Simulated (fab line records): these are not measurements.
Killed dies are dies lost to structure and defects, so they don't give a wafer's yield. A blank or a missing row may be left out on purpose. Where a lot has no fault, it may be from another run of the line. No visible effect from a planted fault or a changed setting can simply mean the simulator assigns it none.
fab line records / flow gf180mcu / part 2 of 2: steps 27 to 36 of 36
record lots=5 wafers=15 last-day=34
route steps=602 shown MVPSD@83 VT_IMPLANT@90
lots untouched by any fault: they come from a run of this same line in which no faults occurred
start-h: hours from the record's opening day to when the first of the lot's shown wafers began / wait-h: time in hours since the lot's previous step / " as in the row above / L1.1+2: several wafers, shown together as one row / - either no value or no given start / * or withheld: withheld / < > ~ a bound
route shown NAME@n: names a module that has steps shown in the file, with the first one's number in the route / usual: mean/standard deviation taken from wafers without a fault / same: alike in all rows / chamber/n: place in a boat / sites: readings site by site / _std_site: the values' standard deviation / _edge_site: mean of outer sites minus mean of inner sites / radius-mm: for every site, how far away it sits from the centre of the wafer / mask NAME#n: copy n / behind: the most recent tool/chamber to have shaped the wafer / hold: reason for holding the lot/hours on hold/outcome of the hold / device: whichever transistor did not switch (one of n, p or np) / end of line: tests run on the same wafers once the route is complete / a step without rows: its recipe alone / killed: the dies lost at the first sort to structure and to defects; this is not the yield of the wafer / map: per-die view of a wafer (x killed, . not killed, _ where there is no die)
set.NAME: setting as actually run; set.NAME@STEP: the setting as run at that earlier step / model.NAME: the simulator's own value behind a step, which no gauge read
lots at some steps of the route; a table a step, a row a wafer
services: when a tool's chamber went out of use (start-h, in hours from the record's first day, below 0 if earlier), for how many hours, and the reason
## steps
# step GF_VT_IMPLANT_IMPLANT_19
# recipe species=As energy-kev=100 dose-cm2=4.35e+12 tilt-deg=7
# usual tilt-deg=6.996/0.02
lot.wafer=L077.2 tool=implanter-04 chamber=0 start-h=143.98 wait-h=0.0 tilt-deg=6.976
lot.wafer=L077.3 tool=implanter-04 chamber=0 start-h=143.98 wait-h=0.0 tilt-deg=7.011
lot.wafer=L077.4 tool=implanter-04 chamber=0 start-h=143.98 wait-h=0.0 tilt-deg=6.980
lot.wafer=L088.1 tool=implanter-03 chamber=0 start-h=212.97 wait-h=0.0 tilt-deg=6.978
lot.wafer=L088.2 tool=implanter-03 chamber=0 start-h=212.97 wait-h=0.0 tilt-deg=6.977
lot.wafer=L088.3 tool=implanter-03 chamber=0 start-h=212.97 wait-h=0.0 tilt-deg=6.975
lot.wafer=L089.2 tool=implanter-02 chamber=0 start-h=226.25 wait-h=0.0 tilt-deg=6.956
lot.wafer=L089.3 tool=implanter-02 chamber=0 start-h=226.25 wait-h=0.0 tilt-deg=6.999
lot.wafer=L089.4 tool=implanter-02 chamber=0 start-h=226.25 wait-h=0.0 tilt-deg=6.961
lot.wafer=L095.1 tool=implanter-03 chamber=0 start-h=263.67 wait-h=0.0 tilt-deg=6.990
lot.wafer=L095.2 tool=implanter-03 chamber=0 start-h=263.67 wait-h=0.0 tilt-deg=6.958
lot.wafer=L095.3 tool=implanter-03 chamber=0 start-h=263.67 wait-h=0.0 tilt-deg=6.993
lot.wafer=L096.2 tool=implanter-03 chamber=0 start-h=264.74 wait-h=0.0 tilt-deg=7.007
lot.wafer=L096.4 tool=implanter-03 chamber=0 start-h=264.74 wait-h=0.0 tilt-deg=7.009
lot.wafer=L096.5 tool=implanter-03 chamber=0 start-h=264.74 wait-h=0.0 tilt-deg=7.005
# step GF_VT_IMPLANT_STRIP_20
# recipe chemistry=O2/N2 power-w=1400 pressure-mtorr=1500 platen-temp-c=250 o2-flow-sccm=3000 n2-flow-sccm=300 overash-fraction=0.5
# usual drypump-motor-current-A=6.0/0.44 heater-power-w=329/55 oes-product-au=0.716/0.0045 strip-time-to-endpoint-s=12.64/0.033
# same overash-fraction=0.5
lot.wafer=L077.2 tool=plasma-asher-03 chamber=1 start-h=144.11 wait-h=0.1 drypump-motor-current-A=6.5 heater-power-w=336 oes-product-au=0.719 rf-hours-counter-h=52 strip-time-to-endpoint-s=12.61
lot.wafer=L077.3 tool=plasma-asher-03 chamber=0 start-h=144.11 wait-h=0.1 drypump-motor-current-A=6.0 heater-power-w=451 oes-product-au=0.708 rf-hours-counter-h=- strip-time-to-endpoint-s=12.62
lot.wafer=L077.4 tool=plasma-asher-03 chamber=1 start-h=144.11 wait-h=0.1 drypump-motor-current-A=6.5 heater-power-w=342 oes-product-au=0.720 rf-hours-counter-h=- strip-time-to-endpoint-s=12.66
lot.wafer=L088.1 tool=plasma-asher-03 chamber=1 start-h=213.12 wait-h=0.1 drypump-motor-current-A=6.5 heater-power-w=333 oes-product-au=0.706 rf-hours-counter-h=60 strip-time-to-endpoint-s=12.59
lot.wafer=L088.2 tool=plasma-asher-03 chamber=0 start-h=213.12 wait-h=0.1 drypump-motor-current-A=6.0 heater-power-w=443 oes-product-au=0.716 rf-hours-counter-h=60 strip-time-to-endpoint-s=12.59
lot.wafer=L088.3 tool=plasma-asher-03 chamber=1 start-h=213.12 wait-h=0.1 drypump-motor-current-A=6.5 heater-power-w=334 oes-product-au=0.720 rf-hours-counter-h=- strip-time-to-endpoint-s=12.61
lot.wafer=L089.2 tool=plasma-asher-04 chamber=0 start-h=226.38 wait-h=0.1 drypump-motor-current-A=6.5 heater-power-w=300 oes-product-au=0.711 rf-hours-counter-h=39 strip-time-to-endpoint-s=12.64
lot.wafer=L089.3 tool=plasma-asher-04 chamber=1 start-h=226.38 wait-h=0.1 drypump-motor-current-A=5.4 heater-power-w=282 oes-product-au=0.712 rf-hours-counter-h=- strip-time-to-endpoint-s=12.62
lot.wafer=L089.4 tool=plasma-asher-04 chamber=0 start-h=226.38 wait-h=0.1 drypump-motor-current-A=6.5 heater-power-w=295 oes-product-au=0.715 rf-hours-counter-h=- strip-time-to-endpoint-s=12.66
lot.wafer=L095.1 tool=plasma-asher-03 chamber=1 start-h=263.82 wait-h=0.1 drypump-motor-current-A=6.5 heater-power-w=335 oes-product-au=0.719 rf-hours-counter-h=65 strip-time-to-endpoint-s=12.63
lot.wafer=L095.2 tool=plasma-asher-03 chamber=0 start-h=263.82 wait-h=0.1 drypump-motor-current-A=6.0 heater-power-w=448 oes-product-au=0.715 rf-hours-counter-h=65 strip-time-to-endpoint-s=12.65
lot.wafer=L095.3 tool=plasma-asher-03 chamber=0 start-h=263.82 wait-h=0.1 drypump-motor-current-A=6.0 heater-power-w=445 oes-product-au=0.717 rf-hours-counter-h=- strip-time-to-endpoint-s=12.61
lot.wafer=L096.2 tool=plasma-asher-04 chamber=0 start-h=264.87 wait-h=0.1 drypump-motor-current-A=6.5 heater-power-w=297 oes-product-au=0.718 rf-hours-counter-h=43 strip-time-to-endpoint-s=12.69
lot.wafer=L096.4 tool=plasma-asher-04 chamber=1 start-h=264.87 wait-h=0.1 drypump-motor-current-A=5.4 heater-power-w=287 oes-product-au=0.714 rf-hours-counter-h=- strip-time-to-endpoint-s=12.67
lot.wafer=L096.5 tool=plasma-asher-04 chamber=0 start-h=264.87 wait-h=0.1 drypump-motor-current-A=6.5 heater-power-w=291 oes-product-au=0.721 rf-hours-counter-h=- strip-time-to-endpoint-s=12.69
# step GF_VT_IMPLANT_TW_MEAS_21
# usual VT_IMPLANT_2_TW=1222/13
lot.wafer=L077.2 tool=film-metro-04 chamber=- start-h=144.22 wait-h=0.1 VT_IMPLANT_2_TW=1230
lot.wafer=L077.3 tool=film-metro-04 chamber=- start-h=144.22 wait-h=0.1 VT_IMPLANT_2_TW=1232
lot.wafer=L077.4 tool=film-metro-04 chamber=- start-h=144.22 wait-h=0.1 VT_IMPLANT_2_TW=1224
lot.wafer=L088.1 tool=film-metro-03 chamber=- start-h=213.22 wait-h=0.1 VT_IMPLANT_2_TW=1216
lot.wafer=L088.2 tool=film-metro-03 chamber=- start-h=213.22 wait-h=0.1 VT_IMPLANT_2_TW=1222
lot.wafer=L088.3 tool=film-metro-03 chamber=- start-h=213.22 wait-h=0.1 VT_IMPLANT_2_TW=1227
lot.wafer=L089.2 tool=film-metro-03 chamber=- start-h=226.49 wait-h=0.1 VT_IMPLANT_2_TW=1225
lot.wafer=L089.3 tool=film-metro-03 chamber=- start-h=226.49 wait-h=0.1 VT_IMPLANT_2_TW=1236
lot.wafer=L089.4 tool=film-metro-03 chamber=- start-h=226.49 wait-h=0.1 VT_IMPLANT_2_TW=1228
lot.wafer=L095.1 tool=film-metro-03 chamber=- start-h=263.92 wait-h=0.1 VT_IMPLANT_2_TW=1223
lot.wafer=L095.2 tool=film-metro-03 chamber=- start-h=263.92 wait-h=0.1 VT_IMPLANT_2_TW=1236
lot.wafer=L095.3 tool=film-metro-03 chamber=- start-h=263.92 wait-h=0.1 VT_IMPLANT_2_TW=1230
lot.wafer=L096.2 tool=film-metro-04 chamber=- start-h=264.98 wait-h=0.1 VT_IMPLANT_2_TW=1220
lot.wafer=L096.4 tool=film-metro-04 chamber=- start-h=264.98 wait-h=0.1 VT_IMPLANT_2_TW=1224
lot.wafer=L096.5 tool=film-metro-04 chamber=- start-h=264.98 wait-h=0.1 VT_IMPLANT_2_TW=1224
# step GF_VT_IMPLANT_DEHYDRATE_22
# recipe temp-c=200 time-s=60
# usual exhaust-pa=45.0/0.88
lot.wafer=L077.2 tool=litho-track-03 chamber=0 start-h=151.17 wait-h=6.9 exhaust-pa=45.3
lot.wafer=L077.3 tool=litho-track-03 chamber=0 start-h=151.17 wait-h=6.9 exhaust-pa=44.6
lot.wafer=L077.4 tool=litho-track-03 chamber=0 start-h=151.17 wait-h=6.9 exhaust-pa=44.8
lot.wafer=L088.1 tool=litho-track-03 chamber=0 start-h=221.24 wait-h=8.0 exhaust-pa=44.6
lot.wafer=L088.2 tool=litho-track-03 chamber=0 start-h=221.24 wait-h=8.0 exhaust-pa=45.1
lot.wafer=L088.3 tool=litho-track-03 chamber=0 start-h=221.24 wait-h=8.0 exhaust-pa=43.1
lot.wafer=L089.2 tool=litho-track-02 chamber=0 start-h=234.86 wait-h=8.4 exhaust-pa=46.2
lot.wafer=L089.3 tool=litho-track-02 chamber=0 start-h=234.86 wait-h=8.4 exhaust-pa=44.8
lot.wafer=L089.4 tool=litho-track-02 chamber=0 start-h=234.86 wait-h=8.4 exhaust-pa=44.3
lot.wafer=L095.1 tool=litho-track-03 chamber=0 start-h=273.14 wait-h=9.2 exhaust-pa=44.7
lot.wafer=L095.2 tool=litho-track-03 chamber=0 start-h=273.14 wait-h=9.2 exhaust-pa=46.5
lot.wafer=L095.3 tool=litho-track-03 chamber=0 start-h=273.14 wait-h=9.2 exhaust-pa=45.8
lot.wafer=L096.2 tool=litho-track-01 chamber=0 start-h=274.64 wait-h=9.7 exhaust-pa=43.5
lot.wafer=L096.4 tool=litho-track-01 chamber=0 start-h=274.64 wait-h=9.7 exhaust-pa=44.7
lot.wafer=L096.5 tool=litho-track-01 chamber=0 start-h=274.64 wait-h=9.7 exhaust-pa=44.8
# step GF_VT_IMPLANT_HMDS_23
# recipe prime-time-s=60 prime-temp-c=120
# usual exhaust-pa=45.0/0.77
lot.wafer=L077.2 tool=litho-track-03 chamber=0 start-h=151.32 wait-h=0.1 exhaust-pa=44.6
lot.wafer=L077.3 tool=litho-track-03 chamber=0 start-h=151.32 wait-h=0.1 exhaust-pa=45.2
lot.wafer=L077.4 tool=litho-track-03 chamber=0 start-h=151.32 wait-h=0.1 exhaust-pa=45.5
lot.wafer=L088.1 tool=litho-track-03 chamber=0 start-h=221.39 wait-h=0.1 exhaust-pa=45.1
lot.wafer=L088.2 tool=litho-track-03 chamber=0 start-h=221.39 wait-h=0.1 exhaust-pa=44.1
lot.wafer=L088.3 tool=litho-track-03 chamber=0 start-h=221.39 wait-h=0.1 exhaust-pa=45.7
lot.wafer=L089.2 tool=litho-track-02 chamber=0 start-h=235.01 wait-h=0.1 exhaust-pa=44.6
lot.wafer=L089.3 tool=litho-track-02 chamber=0 start-h=235.01 wait-h=0.1 exhaust-pa=43.5
lot.wafer=L089.4 tool=litho-track-02 chamber=0 start-h=235.01 wait-h=0.1 exhaust-pa=44.1
lot.wafer=L095.1 tool=litho-track-03 chamber=0 start-h=273.29 wait-h=0.1 exhaust-pa=45.3
lot.wafer=L095.2 tool=litho-track-03 chamber=0 start-h=273.29 wait-h=0.1 exhaust-pa=46.6
lot.wafer=L095.3 tool=litho-track-03 chamber=0 start-h=273.29 wait-h=0.1 exhaust-pa=45.6
lot.wafer=L096.2 tool=litho-track-01 chamber=0 start-h=274.79 wait-h=0.1 exhaust-pa=45.4
lot.wafer=L096.4 tool=litho-track-01 chamber=0 start-h=274.79 wait-h=0.1 exhaust-pa=44.6
lot.wafer=L096.5 tool=litho-track-01 chamber=0 start-h=274.79 wait-h=0.1 exhaust-pa=45.2
# step GF_VT_IMPLANT_COAT_24
# recipe resist=NOVOLAK spin-rpm=3000 resist-thk-nm=1000
# usual exhaust-pa=45.2/0.98 spin-speed-rpm=2999.9/2.3
lot.wafer=L077.2 tool=litho-track-03 chamber=0 start-h=151.47 wait-h=0.1 exhaust-pa=46.6 spin-speed-rpm=2999.4
lot.wafer=L077.3 tool=litho-track-03 chamber=0 start-h=151.47 wait-h=0.1 exhaust-pa=46.0 spin-speed-rpm=2999.7
lot.wafer=L077.4 tool=litho-track-03 chamber=0 start-h=151.47 wait-h=0.1 exhaust-pa=44.8 spin-speed-rpm=2998.3
lot.wafer=L088.1 tool=litho-track-03 chamber=0 start-h=221.54 wait-h=0.1 exhaust-pa=44.5 spin-speed-rpm=3003.0
lot.wafer=L088.2 tool=litho-track-03 chamber=0 start-h=221.54 wait-h=0.1 exhaust-pa=45.4 spin-speed-rpm=3001.6
lot.wafer=L088.3 tool=litho-track-03 chamber=0 start-h=221.54 wait-h=0.1 exhaust-pa=44.7 spin-speed-rpm=2999.7
lot.wafer=L089.2 tool=litho-track-02 chamber=0 start-h=235.16 wait-h=0.1 exhaust-pa=45.6 spin-speed-rpm=3000.1
lot.wafer=L089.3 tool=litho-track-02 chamber=0 start-h=235.16 wait-h=0.1 exhaust-pa=45.4 spin-speed-rpm=2994.3
lot.wafer=L089.4 tool=litho-track-02 chamber=0 start-h=235.16 wait-h=0.1 exhaust-pa=46.3 spin-speed-rpm=2998.9
lot.wafer=L095.1 tool=litho-track-03 chamber=0 start-h=273.44 wait-h=0.1 exhaust-pa=45.4 spin-speed-rpm=2996.0
lot.wafer=L095.2 tool=litho-track-03 chamber=0 start-h=273.44 wait-h=0.1 exhaust-pa=45.1 spin-speed-rpm=2998.7
lot.wafer=L095.3 tool=litho-track-03 chamber=0 start-h=273.44 wait-h=0.1 exhaust-pa=44.7 spin-speed-rpm=2998.6
lot.wafer=L096.2 tool=litho-track-01 chamber=0 start-h=274.94 wait-h=0.1 exhaust-pa=44.1 spin-speed-rpm=3001.6
lot.wafer=L096.4 tool=litho-track-01 chamber=0 start-h=274.94 wait-h=0.1 exhaust-pa=44.0 spin-speed-rpm=3000.3
lot.wafer=L096.5 tool=litho-track-01 chamber=0 start-h=274.94 wait-h=0.1 exhaust-pa=44.2 spin-speed-rpm=2996.8
# step GF_VT_IMPLANT_SOFTBAKE_25
# recipe temp-c=90 time-s=60 resist=NOVOLAK
# usual exhaust-pa=45.0/0.84
lot.wafer=L077.2 tool=litho-track-03 chamber=0 start-h=151.62 wait-h=0.1 exhaust-pa=44.8
lot.wafer=L077.3 tool=litho-track-03 chamber=0 start-h=151.62 wait-h=0.1 exhaust-pa=45.6
lot.wafer=L077.4 tool=litho-track-03 chamber=0 start-h=151.62 wait-h=0.1 exhaust-pa=46.4
lot.wafer=L088.1 tool=litho-track-03 chamber=0 start-h=221.69 wait-h=0.1 exhaust-pa=44.1
lot.wafer=L088.2 tool=litho-track-03 chamber=0 start-h=221.69 wait-h=0.1 exhaust-pa=42.2
lot.wafer=L088.3 tool=litho-track-03 chamber=0 start-h=221.69 wait-h=0.1 exhaust-pa=43.9
lot.wafer=L089.2 tool=litho-track-02 chamber=0 start-h=235.31 wait-h=0.1 exhaust-pa=45.5
lot.wafer=L089.3 tool=litho-track-02 chamber=0 start-h=235.31 wait-h=0.1 exhaust-pa=45.4
lot.wafer=L089.4 tool=litho-track-02 chamber=0 start-h=235.31 wait-h=0.1 exhaust-pa=45.4
lot.wafer=L095.1 tool=litho-track-03 chamber=0 start-h=273.59 wait-h=0.1 exhaust-pa=44.1
lot.wafer=L095.2 tool=litho-track-03 chamber=0 start-h=273.59 wait-h=0.1 exhaust-pa=44.7
lot.wafer=L095.3 tool=litho-track-03 chamber=0 start-h=273.59 wait-h=0.1 exhaust-pa=43.5
lot.wafer=L096.2 tool=litho-track-01 chamber=0 start-h=275.09 wait-h=0.1 exhaust-pa=46.2
lot.wafer=L096.4 tool=litho-track-01 chamber=0 start-h=275.09 wait-h=0.1 exhaust-pa=45.5
lot.wafer=L096.5 tool=litho-track-01 chamber=0 start-h=275.09 wait-h=0.1 exhaust-pa=45.7
# step GF_VT_IMPLANT_EXPOSE_26
# recipe mask-id=LVPWELL_HV_AREA target-cd-nm=860 na=0.6 source-shape=conventional sigma-outer=0.6 dose-mj=140
lot.wafer=L077.2+3+4 tool=iline-stepper-02 chamber=0 start-h=- wait-h=- mask=LVPWELL_HV_AREA#0
lot.wafer=L088.1+2+3 tool=iline-stepper-01 chamber=0 start-h=- wait-h=- mask=LVPWELL_HV_AREA#0
lot.wafer=L089.2+3+4 tool=iline-stepper-02 chamber=0 start-h=- wait-h=- mask=LVPWELL_HV_AREA#0
lot.wafer=L095.1+2+3 tool=iline-stepper-01 chamber=0 start-h=- wait-h=- mask=LVPWELL_HV_AREA#0
lot.wafer=L096.2+4+5 tool=iline-stepper-02 chamber=0 start-h=- wait-h=- mask=LVPWELL_HV_AREA#0
# step GF_VT_IMPLANT_PEB_27
# recipe temp-c=withheld time-s=* resist=NOVOLAK
# usual exhaust-pa=45.2/0.88
lot.wafer=L077.2 tool=litho-track-03 chamber=0 start-h=- wait-h=- exhaust-pa=45.4
lot.wafer=L077.3 tool=litho-track-03 chamber=0 start-h=- wait-h=- exhaust-pa=44.8
lot.wafer=L077.4 tool=litho-track-03 chamber=0 start-h=- wait-h=- exhaust-pa=45.6
lot.wafer=L088.1 tool=litho-track-03 chamber=0 start-h=- wait-h=- exhaust-pa=43.9
lot.wafer=L088.2 tool=litho-track-03 chamber=0 start-h=- wait-h=- exhaust-pa=44.8
lot.wafer=L088.3 tool=litho-track-03 chamber=0 start-h=- wait-h=- exhaust-pa=44.5
lot.wafer=L089.2 tool=litho-track-03 chamber=0 start-h=- wait-h=- exhaust-pa=45.6
lot.wafer=L089.3 tool=litho-track-03 chamber=0 start-h=- wait-h=- exhaust-pa=43.8
lot.wafer=L089.4 tool=litho-track-03 chamber=0 start-h=- wait-h=- exhaust-pa=44.8
lot.wafer=L095.1 tool=litho-track-03 chamber=0 start-h=- wait-h=- exhaust-pa=45.9
lot.wafer=L095.2 tool=litho-track-03 chamber=0 start-h=- wait-h=- exhaust-pa=46.6
lot.wafer=L095.3 tool=litho-track-03 chamber=0 start-h=- wait-h=- exhaust-pa=45.4
lot.wafer=L096.2 tool=litho-track-02 chamber=0 start-h=- wait-h=- exhaust-pa=44.9
lot.wafer=L096.4 tool=litho-track-02 chamber=0 start-h=- wait-h=- exhaust-pa=45.7
lot.wafer=L096.5 tool=litho-track-02 chamber=0 start-h=- wait-h=- exhaust-pa=44.6
# step GF_VT_IMPLANT_DEVELOP_28
# recipe develop-time-s=60 dev-temp-c=23
# usual exhaust-pa=45.0/0.92
lot.wafer=L077.2 tool=litho-track-03 chamber=0 start-h=159.77 wait-h=0.1 exhaust-pa=45.4
lot.wafer=L077.3 tool=litho-track-03 chamber=0 start-h=159.77 wait-h=0.1 exhaust-pa=44.7
lot.wafer=L077.4 tool=litho-track-03 chamber=0 start-h=159.77 wait-h=0.1 exhaust-pa=45.0
lot.wafer=L088.1 tool=litho-track-03 chamber=0 start-h=230.99 wait-h=0.1 exhaust-pa=44.8
lot.wafer=L088.2 tool=litho-track-03 chamber=0 start-h=230.99 wait-h=0.1 exhaust-pa=45.4
lot.wafer=L088.3 tool=litho-track-03 chamber=0 start-h=230.99 wait-h=0.1 exhaust-pa=47.4
lot.wafer=L089.2 tool=litho-track-03 chamber=0 start-h=244.32 wait-h=0.1 exhaust-pa=44.9
lot.wafer=L089.3 tool=litho-track-03 chamber=0 start-h=244.32 wait-h=0.1 exhaust-pa=44.0
lot.wafer=L089.4 tool=litho-track-03 chamber=0 start-h=244.32 wait-h=0.1 exhaust-pa=44.4
lot.wafer=L095.1 tool=litho-track-03 chamber=0 start-h=283.44 wait-h=0.1 exhaust-pa=45.0
lot.wafer=L095.2 tool=litho-track-03 chamber=0 start-h=283.44 wait-h=0.1 exhaust-pa=45.2
lot.wafer=L095.3 tool=litho-track-03 chamber=0 start-h=283.44 wait-h=0.1 exhaust-pa=46.6
lot.wafer=L096.2 tool=litho-track-02 chamber=0 start-h=284.46 wait-h=0.1 exhaust-pa=45.2
lot.wafer=L096.4 tool=litho-track-02 chamber=0 start-h=284.46 wait-h=0.1 exhaust-pa=44.5
lot.wafer=L096.5 tool=litho-track-02 chamber=0 start-h=284.46 wait-h=0.1 exhaust-pa=45.9
## services
tool=plasma-asher-02 chamber=- start-h=108.75 hours=9.0 kind=pm
tool=implanter-01 chamber=- start-h=111.49 hours=1.3 kind=repair
tool=implanter-02 chamber=- start-h=114.95 hours=4.1 kind=pm
tool=implanter-03 chamber=- start-h=123.46 hours=16.2 kind=repair
tool=plasma-asher-03 chamber=- start-h=126.66 hours=8.8 kind=repair
tool=iline-stepper-02 chamber=- start-h=135.83 hours=8.9 kind=pm
tool=plasma-asher-04 chamber=- start-h=145.10 hours=3.4 kind=repair
tool=iline-stepper-02 chamber=- start-h=152.91 hours=2.1 kind=pm
tool=iline-stepper-02 chamber=- start-h=154.99 hours=- kind=consumable-replace:lamp
tool=plasma-asher-02 chamber=- start-h=156.70 hours=4.9 kind=repair
tool=implanter-02 chamber=- start-h=161.32 hours=2.3 kind=repair
tool=implanter-02 chamber=- start-h=161.43 hours=5.5 kind=repair
tool=plasma-asher-03 chamber=- start-h=162.32 hours=0.4 kind=repair
tool=iline-stepper-01 chamber=0 start-h=180.51 hours=- kind=calibration
tool=plasma-asher-02 chamber=- start-h=193.31 hours=3.3 kind=repair
tool=implanter-02 chamber=- start-h=195.73 hours=6.9 kind=repair
tool=iline-stepper-02 chamber=- start-h=215.35 hours=1.7 kind=pm
tool=implanter-02 chamber=- start-h=216.83 hours=4.6 kind=repair
tool=implanter-03 chamber=- start-h=221.16 hours=3.7 kind=pm
tool=iline-stepper-02 chamber=0 start-h=228.46 hours=- kind=calibration
tool=implanter-02 chamber=- start-h=230.74 hours=1.9 kind=repair
tool=implanter-01 chamber=- start-h=255.27 hours=3.1 kind=pm
tool=plasma-asher-03 chamber=- start-h=257.81 hours=0.4 kind=repair
tool=implanter-03 chamber=- start-h=272.99 hours=2.7 kind=repair
